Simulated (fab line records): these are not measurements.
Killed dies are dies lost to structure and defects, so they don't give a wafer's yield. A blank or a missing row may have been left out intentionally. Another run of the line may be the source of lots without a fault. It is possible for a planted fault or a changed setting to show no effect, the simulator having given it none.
Comparing a struck lot with a sound one + flow gf180mcu + 14 out of 602 route steps
Sound: the wafers L982.2, L982.3, L982.5. Wafers L990.3, L990.4, L990.5 were the ones struck. Last of all comes the cause.
Order at every step that has rows: each side's tool, ch and its chambers, its first start. Under that, the readings that differ: sound wafers + struck wafers + difference of the means + sigmas: that difference in standard deviations of wafers without a fault.
alike: readings with means less than 2 such deviations apart, plus words and numbers identical on both sides. not compared: withheld readings, readings lacking a value on some wafer, bounds such as >300 that could conceal the same value, and numbers that have no deviation in the record and whose values overlap.
A row with sigmas, a row that says differs or no value, or rows on one side alone: a step with any of these is where the two part. Numbers that don't overlap but have no deviation are shown without sigmas and don't part them. Lack of a reading on every wafer of one side parts them only where that side has two or more wafers.

first, 1 step without rows for these wafers: GF_V5_CVD_00 (deposits SiO2, target thk 300 nm, time 50.87 s).
GF_V5_THK_MEAS_01:
  sound on film-metro-03, day 25 23:00; struck on film-metro-04, day 29 00:29
  alike: V5_CVD_00_THK
GF_V5_CVD_02: deposits SiO2 from TEOS, target thk 1450 nm, time 163.28 s.
  sound on pecvd-01 ch 0,2, day 25 23:03; struck on pecvd-04 ch 0,1,2, day 29 00:31
  alike: heater-power-outer-w, heater-power-w, rf-fwd-power-W
GF_V5_THK_MEAS_03:
  sound on film-metro-03, day 25 23:13; struck on film-metro-02, day 29 00:38
  alike: V5_CVD_02_THK
GF_V5_CMP_04: polishes SiO2.
  sound on cmp-01 ch 0,1, day 25 23:16; struck on cmp-02 ch 0,1,2, day 29 00:46
  alike: motor-current-A
GF_V5_BOW_MEAS_05:
  sound on film-metro-02, day 25 23:35; struck on film-metro-03, day 29 01:04
  alike: V5_BOW
then, 6 steps without rows for these wafers: GF_V5_DEHYDRATE_06 (time 60 s); GF_V5_HMDS_07 (prime time 60 s); GF_V5_COAT_08; GF_V5_COAT_09 (resist thk 1000 nm); GF_V5_SOFTBAKE_10 (time 60 s); GF_V5_EXPOSE_11 (exposes mask Via5, target cd 260 nm).
GF_V5_PEB_12: peb time 90 s.
  sound on litho-track-03 ch 0, day 26 19:43; struck on litho-track-03, day 29 19:59
  no value came back on the struck wafers for chill-plate-temp-C (C), exhaust-pa (Pa); on the sound wafers chill-plate-temp-C (C) reads 22.92 22.92 22.94
then, 1 step without rows for these wafers: GF_V5_DEVELOP_13 (develop time 60 s).

## WHERE THEY PART
Within this record, at GF_V5_PEB_12 only.

WHY: the cause the simulator had injected
Entire step skipped (litho-track-03, GF_V5_PEB_12), from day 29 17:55 onward. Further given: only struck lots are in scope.
